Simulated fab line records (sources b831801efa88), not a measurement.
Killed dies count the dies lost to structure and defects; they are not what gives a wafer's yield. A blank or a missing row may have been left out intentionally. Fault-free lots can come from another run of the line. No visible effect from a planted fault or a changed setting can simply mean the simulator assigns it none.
Struck lot and sound lot, side by side :: flow sky130 :: 14 out of 708 route steps
Sound: the wafers L452.2, L452.3, L452.6. Wafers L459.1, L459.2, L459.6 were the ones struck. The cause is named last.
Order at every step that has rows: each side's tool, ch and its chambers, its first start. Under that, the readings that differ: sound wafers :: struck wafers :: difference of the means :: sigmas: that difference in standard deviations of wafers without a fault.
alike: readings whose means differ by less than 2 such deviations, and words and numbers that are the same on both sides. not compared: withheld readings, readings that some wafer has no value for, bounds like >300 that may hide the same value, and numbers for which the record gives no deviation and whose values overlap.
The two part at a step that has a row with sigmas, a row that says differs or no value, or rows on one side only. Numbers that don't overlap but have no deviation are shown without sigmas and don't part them. Lack of a reading on every wafer of one side parts them only where that side has two or more wafers.

SKY_LDD_P_OVL_MEAS_08:
  sound on overlay-01, day 19 14:12; struck on overlay-02, day 22 21:47
  alike: LDD_P_OVL
following that, these wafers have no rows for 1 step: SKY_LDD_P_IMPLANT_09.
SKY_LDD_P_STRIP_10: strips in O2/N2.
  sound on plasma_asher-03 ch 0,1, day 19 14:23; struck on plasma_asher-02 ch 0,1, day 22 21:58
  alike: drypump_motor_current_A, n2_flow_sccm, oes_product_au, strip_time_to_endpoint_s
  not compared: rf_hours_counter_h
SKY_LDD_P_TW_MEAS_11:
  sound on film_metro-03, day 19 14:29; struck on film_metro-02, day 22 22:04
reading: LDD_P_TW
sound: 639 637 639
struck: 625 626 623
difference: -14
sigmas: -3
then, 7 steps without rows for these wafers: SKY_LDD_HVN_DEHYDRATE_00 (time 60 s); SKY_LDD_HVN_HMDS_01 (prime time 60 s); SKY_LDD_HVN_COAT_02 (resist thk 300 nm); SKY_LDD_HVN_SOFTBAKE_03 (time 60 s); SKY_LDD_HVN_EXPOSE_04 (exposes mask HVNTM, target cd 700 nm); SKY_LDD_HVN_PEB_05; SKY_LDD_HVN_DEVELOP_06 (develop time 60 s).
SKY_LDD_HVN_OVL_MEAS_07:
  sound on overlay-01, day 20 21:35; struck on overlay-01, day 24 04:44
  alike: LDD_HVN_OVL
SKY_LDD_HVN_IMPLANT_08:
  sound on implanter-01 ch 0, day 20 21:38; struck on implanter-01 ch 0, day 24 04:46
reading: beam_energy_keV
sound: 59.986 59.993 60.022
struck: 61.958 61.965 61.927
difference: +1.950
sigmas: +99 or more

reading: model.implant.rp_nm (nm)
sound: 53.27 53.27 53.27
struck: 56.67 56.67 56.67
difference: +3.40
sigmas: 

reading: model.implant.drp_nm (nm)
sound: 28.15 28.15 28.15
struck: 28.94 28.94 28.94
difference: +0.79
sigmas: 
  alike: tilt_deg
SKY_LDD_HVN_STRIP_09: strips in O2/N2.
  sound on plasma_asher-01 ch 0,1, day 20 21:46; struck on plasma_asher-01 ch 0,1, day 24 04:55
  alike: drypump_motor_current_A, n2_flow_sccm, oes_product_au, strip_time_to_endpoint_s
  not compared: rf_hours_counter_h

== WHERE THEY PART ==
At SKY_LDD_P_TW_MEAS_11 first; at SKY_LDD_HVN_IMPLANT_08 last (within this record only). Later steps at which nothing parts them and some readings are alike: SKY_LDD_HVN_STRIP_09.

WHY: the cause the simulator had injected
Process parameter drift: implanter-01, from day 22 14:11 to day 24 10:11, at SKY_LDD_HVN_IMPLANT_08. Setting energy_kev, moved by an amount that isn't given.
